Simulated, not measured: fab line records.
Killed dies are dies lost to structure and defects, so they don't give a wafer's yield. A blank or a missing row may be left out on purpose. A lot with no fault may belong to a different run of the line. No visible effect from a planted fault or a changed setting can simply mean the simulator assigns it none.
A lot that was struck, set against a sound lot | flow sky130 | 21 steps out of a route of 708
Sound: the wafers L127.2, L127.3, L127.5. Struck: wafer L138.5 (left out: L138.2, a lot-mate that was not struck); the cause follows at the end.
Per side, at each step with rows, come the tool, then ch with its chambers, and then its first start. Under that, the readings that differ: sound wafers | struck wafers | difference of the means | sigmas: that difference in standard deviations of wafers without a fault.
alike: words and numbers the same on both sides, and readings whose means are apart by under 2 such deviations; not compared: readings that were withheld, readings missing a value for some wafer, numbers with overlapping values and no deviation given by the record, and bounds like >300 which may hide the same value.
A row with sigmas, a row that says differs or no value, or rows on one side alone: a step with any of these is where the two part. Numbers that have no deviation but don't overlap get no sigmas and don't part them. A reading that every wafer of one side lacks parts them only if that side has two wafers or more.

SKY_METAL4_ETCH_17: etches SiO2 in C4F8/O2/Ar, stops on TiN, time 3.9 s, target depth 15 nm.
  sound on rie-diel-03 ch 2,3, day 42 00:52; struck on rie-diel-02 ch 3, day 44 18:01
  reading               | sound             | struck | difference | sigmas
  oes-product-au (a.u.) | 0.734 0.747 0.757 | 0.760  | +0.014     | +2
  not compared: rf-hours-counter-h
SKY_METAL4_METAL_ETCH_18: etches the open film in Cl2/BCl3, stops on SiO2, target depth 845 nm, time 183.1 s.
  sound on rie-metal-03 ch 0,1, day 42 00:53; struck on rie-metal-04 ch 1, day 44 18:02
  alike: drypump-motor-current-A, oes-product-au, throttle-valve-pct
  not compared: rf-hours-counter-h
SKY_METAL4_STRIP_19: strips in O2/N2.
  sound on plasma-asher-04 ch 0,1, day 42 01:04; struck on plasma-asher-02 ch 1, day 44 18:13
  alike: drypump-motor-current-A, oes-product-au, strip-time-to-endpoint-s
  not compared: rf-hours-counter-h
then, 4 steps without rows for these wafers: SKY_METAL4_STRIP_20 (strips in post etch residue remover, time 1200 s); SKY_METAL4_CLEAN_21 (cleans in IPA, time 180 s); SKY_METAL4_CLEAN_22 (cleans in O3/DIW); SKY_VIA4_HDPCVD_00 (deposits SiO2, target thk 1750 nm, time 291.7 s).
SKY_VIA4_THK_MEAS_01:
  sound on film-metro-02 at day 42 01:50; struck on film-metro-02 at day 44 18:59
  reading              | sound          | struck | difference | sigmas
  VIA4_HDPCVD_THK (nm) | 1738 1742 1749 | 1700   | -43        | -2
SKY_VIA4_CMP_02: polishes SiO2.
  sound on cmp-01 ch 0,1,3, day 42 02:19; struck on cmp-01 ch 0, day 44 19:02
  alike: motor-current-A, slurry-flow-ml-min
SKY_VIA4_BOW_MEAS_03:
  sound on film-metro-04 at day 42 02:35; struck on film-metro-01 at day 44 19:22
  reading       | sound    | struck | difference | sigmas
  VIA4_BOW (um) | 63 59 66 | 93     | +30        | +3
then, 2 steps without rows for these wafers: SKY_VIA4_DEHYDRATE_04 (time 60 s); SKY_VIA4_HMDS_05 (prime time 60 s).
SKY_VIA4_COAT_06: resist thk 1140 nm.
  sound on litho-track-01 ch 0, day 42 14:04; struck on litho-track-01 ch 0, day 45 06:04
  reading                                   | sound          | struck | difference | sigmas
  model.NOVOLAK_of_VIA4_COAT_06.thk-nm (nm) | 1140 1143 1141 | 1085   | -56        |
then, 4 steps without rows for these wafers: SKY_VIA4_SOFTBAKE_07 (time 60 s); SKY_VIA4_EXPOSE_08 (exposes mask VIM4, target cd 800 nm); SKY_VIA4_PEB_09; SKY_VIA4_DEVELOP_10 (develop time 60 s).
SKY_VIA4_OVL_MEAS_11:
  sound on overlay-01 at day 43 01:44; struck on overlay-02 at day 45 16:32
  alike: VIA4_OVL
SKY_VIA4_ETCH_12: etches SiO2 in C4F8/O2/Ar, stops on TiN, target depth 580 nm.
  sound on rie-diel-04 ch 1,2, day 43 01:46; struck on rie-diel-03 ch 2, day 45 16:34
  reading                                   | sound             | struck | difference | sigmas
  model.NOVOLAK_of_VIA4_COAT_06.thk-nm (nm) | 1012 1014 1010    | 954.7  | -57.3      |
  model.VIA4.cd-nm (nm)                     | 801.8 799.9 802.4 | 805.3  | +3.9       |
  alike: oes-product-au
SKY_VIA4_STRIP_13: strips in O2/N2.
  sound on plasma-asher-04 ch 0,1, day 43 01:50; struck on plasma-asher-01 ch 0, day 45 16:38
  reading                      | sound                | struck | difference | sigmas
  strip-time-to-endpoint-s (s) | 12.823 12.845 12.796 | 12.219 | -0.602     | -21
  alike: drypump-motor-current-A, oes-product-au
  not compared: rf-hours-counter-h
then, 1 step without rows for these wafers: SKY_VIA4_STRIP_14 (strips in post etch residue remover, time 1200 s).

== WHERE THEY PART ==
Earliest at SKY_METAL4_ETCH_17; latest, in this record, at SKY_VIA4_STRIP_13.

WHY: the cause the simulator had injected
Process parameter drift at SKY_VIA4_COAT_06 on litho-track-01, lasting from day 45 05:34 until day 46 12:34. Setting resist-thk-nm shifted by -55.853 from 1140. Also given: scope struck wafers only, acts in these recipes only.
